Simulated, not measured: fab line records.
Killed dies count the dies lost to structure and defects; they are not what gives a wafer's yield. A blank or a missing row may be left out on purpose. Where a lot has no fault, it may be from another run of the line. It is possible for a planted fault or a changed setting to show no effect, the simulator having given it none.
fab line records	flow sky130	part 1 of 2: steps 1 to 27 of 40
record: lots: 5	wafers: 15	last_day: 49
route steps=708 shown CONTACT@413 METAL1@434
lots with no fault: from the same line, run without faults
start_h: start of the lot's first displayed wafer, in hours after the record's first day	wait_h: hours since the lot's step before	" the same as in the row above	L1.1+2: one row covering several wafers at once	- no value present, or no start provided	* or withheld: withheld	< > ~ a bound
route shown NAME@n: a module of which the file shows steps, and the number in the route of the first	usual: the fault-free wafers' mean and standard deviation	same: alike in all rows	chamber/n: place in a boat	sites: each site's reading	_std_site: their standard deviation	_edge_site: inner sites' mean taken away from outer sites' mean	radius_mm: how far each site lies from the wafer's centre	mask NAME#n: copy n	behind: the last tool/chamber to shape the wafer	hold: why the lot went on hold/how many hours it stayed there/how the hold came to an end	device: transistor that didn't switch, given as n, p or np	end of line: tests run on the same wafers once the route is complete	a step given without rows: its recipe and nothing more	killed: not the wafer's yield, but the dies lost to structure and defects at the first sort	map: dies across one wafer; x = killed, . = not, _ = none there
set.NAME: the run value of the setting; set.NAME@STEP: its run value at that earlier step	model.NAME: the simulator's own value behind a step, which no gauge read
a table for each step, a row for each wafer; lots at some steps of the route
services: the hour from which a tool's chamber was out of use, counted from the record's first day as start_h (under 0 if before that day), plus the number of hours and why
== steps ==
step: SKY_CONTACT_HMDS_07
recipe: prime_time_s: 60	prime_temp_c: 120
lot.wafer	tool	chamber	start_h	wait_h
L074.2+3+5	litho_track-01	0	717.53	0.1
L075.2+3+6	litho_track-03	0	726.00	0.1
L079.1+4+6	litho_track-02	0	762.48	0.1
L081.1+5+6	litho_track-03	0	774.82	0.1
L092.1+3+5	litho_track-01	0	865.70	0.1
step: SKY_CONTACT_COAT_08
recipe: resist: BARC	temp_c: withheld	time_s: withheld	spin_rpm: 3000	resist_thk_nm: 60
lot.wafer	tool	chamber	start_h	wait_h
L074.2+3+5	litho_track-01	0	717.68	0.1
L075.2+3+6	litho_track-03	0	726.15	0.1
L079.1+4+6	litho_track-02	0	762.63	0.1
L081.1+5+6	litho_track-03	0	774.97	0.1
L092.1+3+5	litho_track-01	0	865.85	0.1
step: SKY_CONTACT_COAT_09
recipe: resist: KrF-thick	spin_rpm: 3000	resist_thk_nm: 450
lot.wafer	tool	chamber	start_h	wait_h
L074.2+3+5	litho_track-01	0	-	-
L075.2+3+6	litho_track-03	0	-	-
L079.1+4+6	litho_track-02	0	-	-
L081.1+5+6	litho_track-03	0	-	-
L092.1+3+5	litho_track-01	0	-	-
step: SKY_CONTACT_SOFTBAKE_10
recipe: temp_c: 100	time_s: 90	resist: KrF-thick
lot.wafer	tool	chamber	start_h	wait_h
L074.2+3+5	litho_track-01	0	-	-
L075.2+3+6	litho_track-03	0	-	-
L079.1+4+6	litho_track-02	0	-	-
L081.1+5+6	litho_track-03	0	-	-
L092.1+3+5	litho_track-01	0	-	-
step: SKY_CONTACT_EXPOSE_11
recipe: mask_id: CTM1	na: 0.8	source_shape: annular	sigma_inner: 0.55	sigma_outer: 0.85	target_cd_nm: 170	dose_mj: 38
lot.wafer	tool	chamber	start_h	wait_h	mask
L074.2+3+5	krf_scanner-02	0	-	-	CTM1#0
L075.2+3+6	krf_scanner-02	0	-	-	CTM1#0
L079.1+4+6	krf_scanner-02	0	-	-	CTM1#0
L081.1+5+6	krf_scanner-02	0	-	-	CTM1#0
L092.1+3+5	krf_scanner-01	0	-	-	CTM1#0
step: SKY_CONTACT_PEB_12
recipe: peb_temp_c: withheld	peb_time_s: withheld	resist: KrF-thick
lot.wafer	tool	chamber	start_h	wait_h
L074.2+3+5	litho_track-01	0	-	-
L075.2+3+6	litho_track-02	0	-	-
L079.1+4+6	litho_track-01	0	-	-
L081.1+5+6	litho_track-01	0	-	-
L092.1+3+5	litho_track-02	0	-	-
step: SKY_CONTACT_DEVELOP_13
recipe: develop_time_s: 60	resist: KrF-thick	dev_temp_c: 21
lot.wafer	tool	chamber	start_h	wait_h
L074.2+3+5	litho_track-01	0	-	-
L075.2+3+6	litho_track-02	0	-	-
L079.1+4+6	litho_track-01	0	-	-
L081.1+5+6	litho_track-01	0	-	-
L092.1+3+5	litho_track-02	0	-	-
step: SKY_CONTACT_CD_MEAS_14
recipe: target_cd_nm: 170
usual: cd_nm: 170.2/1.5
lot.wafer	tool	chamber	start_h	wait_h	cd_nm
L074.2	cd_sem-02	-	731.67	-	170.6
L074.3	"	-	"	"	171.0
L074.5	"	-	"	"	169.3
L075.2	cd_sem-02	-	740.40	-	170.7
L075.3	"	-	"	"	171.2
L075.6	"	-	"	"	171.1
L079.1	cd_sem-01	-	776.60	-	169.0
L079.4	"	-	"	"	169.6
L079.6	"	-	"	"	169.0
L081.1	cd_sem-01	-	788.00	-	168.9
L081.5	"	-	"	"	168.0
L081.6	"	-	"	"	168.1
L092.1	cd_sem-01	-	878.63	-	167.6
L092.3	"	-	"	"	168.0
L092.5	"	-	"	"	169.0
step: SKY_CONTACT_OVL_MEAS_15
usual: CONTACT_OVL: -5/5
lot.wafer	tool	chamber	start_h	wait_h	CONTACT_OVL[nm]
L074.2	overlay-01	-	731.78	0.1	-6
L074.3	"	-	"	"	1
L074.5	"	-	"	"	2
L075.2	overlay-02	-	740.50	0.1	-6
L075.3	"	-	"	"	-6
L075.6	"	-	"	"	-4
L079.1	overlay-02	-	776.72	0.1	-11
L079.4	"	-	"	"	-13
L079.6	"	-	"	"	-13
L081.1	overlay-02	-	788.12	0.1	2
L081.5	"	-	"	"	1
L081.6	"	-	"	"	-11
L092.1	overlay-01	-	878.75	0.1	-1
L092.3	"	-	"	"	-1
L092.5	"	-	"	"	-2
step: SKY_CONTACT_ETCH_16
recipe: chemistry: N2/H2	target: BARC	ion_energy_ev: 200	source_w: 500	bias_w: 100	pressure_mtorr: 30	n2_flow_sccm: 100	h2_flow_sccm: 200	stop_on: SiO2	time_s: 45.9	target_depth_a: 600
usual: drypump_motor_current_A: 5.6/0.31	oes_product_au: 0.854/0.0046	throttle_valve_pct: 13.224/0.0091
lot.wafer	tool	chamber	start_h	wait_h	drypump_motor_current_A	oes_product_au	rf_hours_counter_h	throttle_valve_pct
L074.2	rie_diel-02	0	731.81	0.0	5.2	0.843	0	13.223
L074.3	"	1	"	"	5.1	0.858	18	13.223
L074.5	"	0	"	"	5.2	0.853	-	13.220
L075.2	rie_diel-02	0	740.53	0.0	5.2	0.852	1	13.222
L075.3	"	1	"	"	5.0	0.854	19	13.223
L075.6	"	2	"	"	6.0	0.855	-	13.227
L079.1	rie_diel-02	0	776.76	0.0	5.2	0.855	2	13.213
L079.4	"	3	"	"	5.5	0.850	38	13.227
L079.6	"	0	"	"	5.2	0.850	-	13.227
L081.1	rie_diel-04	1	788.16	0.0	6.2	0.857	9	13.225
L081.5	"	2	"	"	5.1	0.849	-	13.218
L081.6	"	1	"	"	6.2	0.856	-	13.214
L092.1	rie_diel-04	0	878.79	0.0	5.9	0.851	8	13.229
L092.3	"	2	"	"	5.1	0.845	13	13.230
L092.5	"	1	"	"	6.2	0.856	-	13.219
step: SKY_CONTACT_ETCH_17
recipe: target: SiO2	chemistry: C4F8/O2/Ar	stop_on: Si3N4	mask_material: KrF-thick	source_w: 1500	bias_w: 1200	pressure_mtorr: 40	c4f8_flow_sccm: withheld	O2_flow_sccm: 6	Ar_flow_sccm: 300	time_s: withheld	target_depth_a: 3400
usual: oes_product_au: 0.891/0.0047
lot.wafer	tool	chamber	start_h	wait_h	oes_product_au
L074.2	rie_diel-02	0	731.85	0.0	0.894
L074.3	"	1	"	"	0.893
L074.5	"	0	"	"	0.888
L075.2	rie_diel-02	0	740.58	0.0	0.888
L075.3	"	1	"	"	0.881
L075.6	"	2	"	"	0.889
L079.1	rie_diel-02	0	776.80	0.0	0.892
L079.4	"	3	"	"	0.889
L079.6	"	0	"	"	0.886
L081.1	rie_diel-04	1	788.20	0.0	0.890
L081.5	"	2	"	"	0.898
L081.6	"	1	"	"	0.887
L092.1	rie_diel-04	0	878.83	0.0	0.897
L092.3	"	2	"	"	0.886
L092.5	"	1	"	"	0.893
step: SKY_CONTACT_ETCH_18
recipe: target: Si3N4	chemistry: CHF3/O2	stop_on: TiN	source_w: 600	bias_w: 200	pressure_mtorr: 40	chf3_flow_sccm: 50	O2_flow_sccm: 5	time_s: 39	target_depth_a: 750
usual: chf3_flow_sccm: 50.01/0.17	drypump_motor_current_A: 5.5/0.31	oes_product_au: 0.856/0.0082	throttle_valve_pct: 8.793/0.0081
lot.wafer	tool	chamber	start_h	wait_h	chf3_flow_sccm	drypump_motor_current_A	oes_product_au	rf_hours_counter_h	throttle_valve_pct
L074.2	rie_diel-02	0	-	-	50.16	5.2	0.856	0	8.785
L074.3	"	1	"	"	50.05	5.0	0.852	18	8.796
L074.5	"	0	"	"	50.03	5.2	0.857	-	8.783
L075.2	rie_diel-02	0	-	-	50.27	5.2	0.860	1	8.788
L075.3	"	1	"	"	50.05	5.1	0.858	19	8.794
L075.6	"	2	"	"	50.12	6.0	0.858	-	8.786
L079.1	rie_diel-02	0	-	-	49.92	5.2	0.850	2	8.809
L079.4	"	3	"	"	50.14	5.5	0.866	38	8.802
L079.6	"	0	"	"	49.93	5.2	0.852	-	8.778
L081.1	rie_diel-04	1	-	-	50.05	6.2	0.868	9	8.801
L081.5	"	2	"	"	49.82	5.0	0.864	-	8.810
L081.6	"	1	"	"	49.89	6.2	0.866	-	8.794
L092.1	rie_diel-04	0	-	-	49.99	5.9	0.847	9	8.797
L092.3	"	2	"	"	49.83	5.1	0.856	13	8.794
L092.5	"	1	"	"	50.10	6.1	0.869	-	8.811
step: SKY_CONTACT_STRIP_19
recipe: chemistry: O2/N2	power_w: 1400	pressure_mtorr: 1500	platen_temp_c: withheld	o2_flow_sccm: 3000	n2_flow_sccm: 300	overash_fraction: 0.5
usual: drypump_motor_current_A: 5.6/0.34	oes_product_au: 0.381/0.0045	strip_time_to_endpoint_s: 3.611/0.024
lot.wafer	tool	chamber	start_h	wait_h	drypump_motor_current_A	oes_product_au	rf_hours_counter_h	strip_time_to_endpoint_s
L074.2	plasma_asher-01	1	731.94	-	5.7	0.381	92	3.586
L074.3	"	1	"	"	5.7	0.389	-	3.623
L074.5	"	0	"	"	5.1	0.377	-	3.594
L075.2	plasma_asher-01	0	740.67	-	5.1	0.386	93	3.593
L075.3	"	1	"	"	5.7	0.385	-	3.621
L075.6	"	0	"	"	5.1	0.382	-	3.643
L079.1	plasma_asher-01	0	776.89	-	5.1	0.381	97	3.609
L079.4	"	1	"	"	5.7	0.377	-	3.643
L079.6	"	1	"	"	5.7	0.380	-	3.609
L081.1	plasma_asher-02	0	788.29	-	5.3	0.375	36	3.574
L081.5	"	1	"	"	6.1	0.372	-	3.558
L081.6	"	0	"	"	5.3	0.377	-	3.576
L092.1	plasma_asher-02	1	878.92	-	6.1	0.380	46	3.623
L092.3	"	1	"	"	6.0	0.382	-	3.582
L092.5	"	1	"	"	6.1	0.376	-	3.608
step: SKY_CONTACT_STRIP_20
recipe: chemistry: post_etch_residue_remover	time_s: 1200	temp_c: 72.5
usual: temp_c: 72.47/0.11
lot.wafer	tool	chamber	start_h	wait_h	temp_c
L074.2	wet_bench-01	0	732.04	0.1	72.34
L074.3	"	0	"	"	72.61
L074.5	"	0	"	"	72.43
L075.2	wet_bench-03	3	740.77	0.1	72.69
L075.3	"	3	"	"	72.41
L075.6	"	3	"	"	72.45
L079.1	wet_bench-04	1	776.99	0.1	72.37
L079.4	"	1	"	"	72.49
L079.6	"	1	"	"	72.45
L081.1	wet_bench-04	1	788.39	0.1	72.50
L081.5	"	1	"	"	72.48
L081.6	"	1	"	"	72.19
L092.1	wet_bench-03	2	879.02	0.1	72.41
L092.3	"	2	"	"	72.36
L092.5	"	2	"	"	72.59
step: SKY_CONTACT_CLEAN_21
recipe: chemistry: IPA	time_s: 180	temp_c: 25
usual: temp_c: 25.02/0.11
lot.wafer	tool	chamber	start_h	wait_h	temp_c
L074.2	wet_bench-03	0	732.38	0.0	24.99
L074.3	"	0	"	"	25.00
L074.5	"	0	"	"	25.05
L075.2	wet_bench-04	0	741.11	0.0	24.86
L075.3	"	0	"	"	25.10
L075.6	"	0	"	"	25.00
L079.1	wet_bench-04	0	777.33	0.0	24.99
L079.4	"	0	"	"	25.03
L079.6	"	0	"	"	24.94
L081.1	wet_bench-01	1	788.73	0.0	24.94
L081.5	"	1	"	"	25.13
L081.6	"	1	"	"	25.06
L092.1	wet_bench-04	0	879.36	0.0	25.01
L092.3	"	0	"	"	24.91
L092.5	"	0	"	"	25.01
step: SKY_CONTACT_CLEAN_22
recipe: chemistry: O3/DIW	dry: n2_spin
lot.wafer	tool	chamber	start_h	wait_h
L074.2+3+5	wet_bench-04	0	732.44	0.0
L075.2+3+6	wet_bench-01	1	741.17	0.0
L079.1+4+6	wet_bench-04	1	777.39	0.0
L081.1+5+6	wet_bench-03	0	788.79	0.0
L092.1+3+5	wet_bench-03	3	879.42	0.0
step: SKY_CONTACT_SPUTTER_23
recipe: material: TiN	target_thk_nm: 20	chamber_pressure_pa: 5	power_w: 4000	time_s: 80
usual: throttle_valve_pct: 30.4/1.3
lot.wafer	tool	chamber	start_h	wait_h	throttle_valve_pct
L074.2	pvd_sputter-01	-	732.53	0.0	28.6
L074.3	"	-	"	"	29.1
L074.5	"	-	"	"	29.9
L075.2	pvd_sputter-03	-	741.26	0.0	32.2
L075.3	"	-	"	"	28.5
L075.6	"	-	"	"	32.5
L079.1	pvd_sputter-02	-	777.48	0.0	32.6
L079.4	"	-	"	"	30.0
L079.6	"	-	"	"	32.4
L081.1	pvd_sputter-01	-	788.88	0.0	28.9
L081.5	"	-	"	"	29.9
L081.6	"	-	"	"	28.5
L092.1	pvd_sputter-01	-	879.51	0.0	29.9
L092.3	"	-	"	"	28.7
L092.5	"	-	"	"	29.2
step: SKY_CONTACT_CVD_24
recipe: material: W	target_thk_nm: 340	time_s: 102.12	temp_c: 400	pressure_torr: 40
usual: heater_power_w: 904/37
lot.wafer	tool	chamber	start_h	wait_h	heater_power_w
L074.2	cvd_w-02	0	732.59	0.0	943
L074.3	"	0	"	"	955
L074.5	"	0	"	"	949
L075.2	cvd_w-02	0	741.32	0.0	925
L075.3	"	0	"	"	939
L075.6	"	0	"	"	932
L079.1	cvd_w-01	1	777.54	0.0	855
L079.4	"	0	"	"	915
L079.6	"	0	"	"	963
L081.1	cvd_w-01	0	788.94	0.0	937
L081.5	"	1	"	"	858
L081.6	"	0	"	"	940
L092.1	cvd_w-01	0	879.57	0.0	946
L092.3	"	0	"	"	904
L092.5	"	0	"	"	918
step: SKY_CONTACT_RS_MEAS_25
recipe: thk_meas_gauge: four-point-probe	reads: W_of_CONTACT_CVD_24+TiN_of_CONTACT_SPUTTER_23
usual: CONTACT_W_RS: 0.338/0.0041
lot.wafer	tool	chamber	start_h	wait_h	CONTACT_W_RS[ohm/sq]
L074.2	film_metro-03	-	732.72	0.1	0.332
L074.3	"	-	"	"	0.333
L074.5	"	-	"	"	0.330
L075.2	film_metro-03	-	741.45	0.1	0.337
L075.3	"	-	"	"	0.339
L075.6	"	-	"	"	0.335
L079.1	film_metro-01	-	777.65	0.1	0.341
L079.4	"	-	"	"	0.342
L079.6	"	-	"	"	0.339
L081.1	film_metro-01	-	789.05	0.1	0.339
L081.5	"	-	"	"	0.337
L081.6	"	-	"	"	0.333
L092.1	film_metro-04	-	879.68	0.1	0.335
L092.3	"	-	"	"	0.333
L092.5	"	-	"	"	0.334
step: SKY_CONTACT_THK_MEAS_26
recipe: thk_meas_gauge: xrf	reads: W_of_CONTACT_CVD_24
usual: CONTACT_W_THK: 348/7
lot.wafer	tool	chamber	start_h	wait_h	CONTACT_W_THK[nm]
L074.2	film_metro-03	-	732.83	0.1	357
L074.3	"	-	"	"	355
L074.5	"	-	"	"	360
L075.2	film_metro-03	-	741.56	0.1	353
L075.3	"	-	"	"	350
L075.6	"	-	"	"	354
L079.1	film_metro-01	-	777.77	0.1	335
L079.4	"	-	"	"	336
L079.6	"	-	"	"	337
L081.1	film_metro-01	-	789.17	0.1	339
L081.5	"	-	"	"	339
L081.6	"	-	"	"	345
L092.1	film_metro-04	-	879.80	0.1	349
L092.3	"	-	"	"	352
L092.5	"	-	"	"	351
step: SKY_CONTACT_CMP_27
recipe: stop_on: SiO2	t_overpolish_s: 15	down_force_psi: 3.5	platen_rpm: 60	target_thk_nm: 0	pad_velocity_m_s: 0.94248
usual: motor_current_A: 10.7/0.77	overpolish_run_s: 14.999/0.01	time_to_endpoint_s: 82/3.8
same: t_overpolish_s: 15
lot.wafer	tool	chamber	start_h	wait_h	motor_current_A	overpolish_run_s	time_to_endpoint_s
L074.2	cmp-02	2	732.98	0.1	11.4	15.010	82
L074.3	"	3	"	"	11.0	14.992	79
L074.5	"	1	"	"	9.4	14.982	81
L075.2	cmp-01	1	741.71	0.1	10.7	15.006	84
L075.3	"	2	"	"	10.0	14.994	79
L075.6	"	0	"	"	12.0	14.987	83
L079.1	cmp-01	1	777.88	0.1	10.3	14.999	73
L079.4	"	3	"	"	11.3	14.985	71
L079.6	"	0	"	"	12.6	15.007	76
L081.1	cmp-02	2	789.38	0.2	11.5	15.004	84
L081.5	"	3	"	"	10.3	14.995	83
L081.6	"	0	"	"	10.6	15.006	86
L092.1	cmp-01	3	879.86	0.1	11.4	15.012	76
L092.3	"	0	"	"	11.9	15.008	79
L092.5	"	0	"	"	12.0	15.016	80
step: SKY_METAL1_SPUTTER_00
recipe: material: Ti	target_thk_nm: 15	power_w: 3000	time_s: 10	chamber_pressure_pa: 0.4
usual: throttle_valve_pct: 30.9/1.3
lot.wafer	tool	chamber	start_h	wait_h	throttle_valve_pct
L074.2	pvd_sputter-03	-	733.18	0.1	32.4
L074.3	"	-	"	"	30.9
L074.5	"	-	"	"	28.4
L075.2	pvd_sputter-02	-	741.91	0.1	30.3
L075.3	"	-	"	"	32.6
L075.6	"	-	"	"	32.5
L079.1	pvd_sputter-03	-	778.13	0.2	32.2
L079.4	"	-	"	"	28.7
L079.6	"	-	"	"	29.5
L081.1	pvd_sputter-02	-	789.53	0.1	29.9
L081.5	"	-	"	"	30.2
L081.6	"	-	"	"	29.1
L092.1	pvd_sputter-02	-	880.16	0.2	32.5
L092.3	"	-	"	"	30.0
L092.5	"	-	"	"	28.9
step: SKY_METAL1_SPUTTER_01
recipe: material: TiN	target_thk_nm: 20	power_w: 6500	time_s: 16.7	chamber_pressure_pa: 0.4
usual: throttle_valve_pct: 31.0/1.3
lot.wafer	tool	chamber	start_h	wait_h	throttle_valve_pct
L074.2	pvd_sputter-03	-	733.21	0.0	32.3
L074.3	"	-	"	"	30.8
L074.5	"	-	"	"	28.6
L075.2	pvd_sputter-02	-	741.93	0.0	30.3
L075.3	"	-	"	"	32.9
L075.6	"	-	"	"	32.4
L079.1	pvd_sputter-03	-	778.16	0.0	32.4
L079.4	"	-	"	"	28.4
L079.6	"	-	"	"	29.6
L081.1	pvd_sputter-02	-	789.56	0.0	30.1
L081.5	"	-	"	"	30.1
L081.6	"	-	"	"	29.2
L092.1	pvd_sputter-02	-	880.18	0.0	32.7
L092.3	"	-	"	"	30.0
L092.5	"	-	"	"	29.4
step: SKY_METAL1_SPUTTER_02
recipe: material: AlCu	target_thk_nm: 250	power_w: 10600	time_s: 13.3	chamber_pressure_pa: 0.4
usual: throttle_valve_pct: 31.0/1.3
lot.wafer	tool	chamber	start_h	wait_h	throttle_valve_pct
L074.2	pvd_sputter-03	-	733.23	0.0	32.4
L074.3	"	-	"	"	30.9
L074.5	"	-	"	"	28.3
L075.2	pvd_sputter-02	-	741.96	0.0	30.5
L075.3	"	-	"	"	32.4
L075.6	"	-	"	"	32.4
L079.1	pvd_sputter-03	-	778.18	0.0	32.4
L079.4	"	-	"	"	28.5
L079.6	"	-	"	"	29.7
L081.1	pvd_sputter-02	-	789.58	0.0	30.1
L081.5	"	-	"	"	30.3
L081.6	"	-	"	"	29.0
L092.1	pvd_sputter-02	-	880.21	0.0	32.6
L092.3	"	-	"	"	30.2
L092.5	"	-	"	"	29.4
step: SKY_METAL1_SPUTTER_03
recipe: material: Ti	target_thk_nm: 5	power_w: 3000	time_s: 3.3	chamber_pressure_pa: 0.4
usual: throttle_valve_pct: 31.0/1.3
lot.wafer	tool	chamber	start_h	wait_h	throttle_valve_pct
L074.2	pvd_sputter-03	-	733.26	0.0	32.3
L074.3	"	-	"	"	30.8
L074.5	"	-	"	"	28.6
L075.2	pvd_sputter-02	-	741.98	0.0	30.4
L075.3	"	-	"	"	32.8
L075.6	"	-	"	"	32.3
L079.1	pvd_sputter-03	-	778.21	0.0	32.4
L079.4	"	-	"	"	28.7
L079.6	"	-	"	"	29.5
L081.1	pvd_sputter-02	-	789.61	0.0	30.3
L081.5	"	-	"	"	30.0
L081.6	"	-	"	"	29.4
L092.1	pvd_sputter-02	-	880.23	0.0	32.6
L092.3	"	-	"	"	30.2
L092.5	"	-	"	"	29.3
step: SKY_METAL1_SPUTTER_04
recipe: material: TiN	target_thk_nm: 70	power_w: 6500	time_s: 58.3	chamber_pressure_pa: 0.4
usual: throttle_valve_pct: 31.0/1.3
lot.wafer	tool	chamber	start_h	wait_h	throttle_valve_pct
L074.2	pvd_sputter-03	-	733.27	0.0	32.2
L074.3	"	-	"	"	30.7
L074.5	"	-	"	"	28.3
L075.2	pvd_sputter-02	-	742.00	0.0	30.5
L075.3	"	-	"	"	32.2
L075.6	"	-	"	"	32.8
L079.1	pvd_sputter-03	-	778.22	0.0	32.3
L079.4	"	-	"	"	28.3
L079.6	"	-	"	"	29.4
L081.1	pvd_sputter-02	-	789.62	0.0	30.2
L081.5	"	-	"	"	30.4
L081.6	"	-	"	"	29.4
L092.1	pvd_sputter-02	-	880.25	0.0	32.8
L092.3	"	-	"	"	30.0
L092.5	"	-	"	"	29.1
step: SKY_METAL1_RS_MEAS_05
recipe: thk_meas_gauge: four-point-probe	reads: TiN_of_METAL1_SPUTTER_04+Ti_of_METAL1_SPUTTER_03+AlCu_of_METAL1_SPUTTER_02+TiN_of_METAL1_SPUTTER_01+Ti_of_METAL1_SPUTTER_00
usual: METAL1_ALCU_RS: 0.1270/0.0011
lot.wafer	tool	chamber	start_h	wait_h	METAL1_ALCU_RS[ohm/sq]
L074.2	film_metro-04	-	733.34	0.0	0.1268
L074.3	"	-	"	"	0.1271
L074.5	"	-	"	"	0.1274
L075.2	film_metro-01	-	742.07	0.0	0.1271
L075.3	"	-	"	"	0.1273
L075.6	"	-	"	"	0.1266
L079.1	film_metro-02	-	778.27	0.0	0.1269
L079.4	"	-	"	"	0.1266
L079.6	"	-	"	"	0.1268
L081.1	film_metro-02	-	789.67	0.0	0.1293
L081.5	"	-	"	"	0.1289
L081.6	"	-	"	"	0.1280
L092.1	film_metro-01	-	880.30	0.0	0.1257
L092.3	"	-	"	"	0.1269
L092.5	"	-	"	"	0.1245
